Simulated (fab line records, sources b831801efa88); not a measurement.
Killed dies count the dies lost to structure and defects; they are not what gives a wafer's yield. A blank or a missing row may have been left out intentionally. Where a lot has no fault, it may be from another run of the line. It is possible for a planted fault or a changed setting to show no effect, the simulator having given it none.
Problem report, 8D (eight disciplines) form, completed by code + flow sky130 + the parts of the form that need people (team, actions taken, sign-off) are left out

1. PROBLEM STATEMENT
Wafers free of any fault read 4.02 nm (standard deviation 0.069) for POLY_GATE_OXIDATION_THK at SKY_POLY_GATE_THK_MEAS_21, against a mean of 4.62 nm on 6 wafers of 2 lots. That puts it +8.7 standard deviations away from the usual mean.
First observed at day 21 00:43: wafer L684.3, on filmMetro-03. Wafers with a number at this step in the record: 39, from 13 lots. The rule behind "out" and "out of limits": a value lying over 4 standard deviations away from the usual mean. All remaining wafers that have a number are taken as sound.

2. WHAT IT IS AND WHAT IT IS NOT
| question                    | is                      | is not                                                              |
|-----------------------------|-------------------------|---------------------------------------------------------------------|
| which readings at this step | POLY_GATE_OXIDATION_THK | -                                                                   |
| which lots                  | L684, L685              | L672, L673, L674, L676, L677, L678, L679, L680, L681, L683, L694    |
| which wafers of those lots  | all that have a number  | -                                                                   |
| read on which gauges        | filmMetro-03            | filmMetro-01, filmMetro-04                                          |
| when                        | from day 21 00:43       | up to then (30 sound wafers); but 3 sound wafers of L694 came after |

3. THE SUSPECTS, EACH WITH WHAT RULES IT OUT
Counting: a tool at any process step up to the reading remains a suspect when it ran all the lots that are out and ran no sound lot after the first of those.
- the gauge at SKY_POLY_GATE_THK_MEAS_21: kept. All the wafers that are out were read on filmMetro-03, and no step on other tools shows them out.
- furnace-01 at SKY_POLY_GATE_OXIDATION_20 (stabilise 600 s, purge 300 s, target thk 4 nm): ruled out as a lasting fault. Following L684 (day 20 23:26), the first lot on it that is out, the sound lots L694 were run on it.
After counting, what remains is filmMetro-03 at SKY_POLY_GATE_THK_MEAS_21.

4. THE CAUSE (what the simulator had put in)
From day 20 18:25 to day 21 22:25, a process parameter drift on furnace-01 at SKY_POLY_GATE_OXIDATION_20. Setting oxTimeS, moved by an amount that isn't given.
The count ruled it out by mistake, since the rule takes a fault to strike every lot its tool runs from the start of the fault on, and this one did not do so.

5. THE EFFECT CHAIN, in route order
Each row: a reading where the mean over the struck wafers with a number is more than 3 standard deviations away from the usual. Readings are gone through only where the record gives a usual standard deviation; hours: the median, over the lots, of the time from a lot's start at the first step in this table giving one to that lot's start at this step; sigmas: the change measured in usual standard deviations.
| hours | step                      | reading                 | usual   | on struck wafers | change | sigmas |
|-------|---------------------------|-------------------------|---------|------------------|--------|--------|
| 0     | SKY_POLY_GATE_THK_MEAS_21 | POLY_GATE_OXIDATION_THK | 4.02 nm | 4.62             | +0.60  | +8.7   |
Later steps that measure or inspect, where all struck wafers having a row at the step show a number for every such reading and not one has moved that far: SKY_METAL2_CD_MEAS_15.

6. HOW IT WOULD HAVE BEEN CAUGHT EARLIER
In this record the first reading out of limits at a measuring or inspecting step was taken at day 21 00:43, 6 hours after the fault began at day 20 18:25.
An alarm limit of 4 standard deviations would not have fired on the tool readings at SKY_POLY_GATE_OXIDATION_20 for which the record gives a usual standard deviation, since none of them was out on any struck wafer.
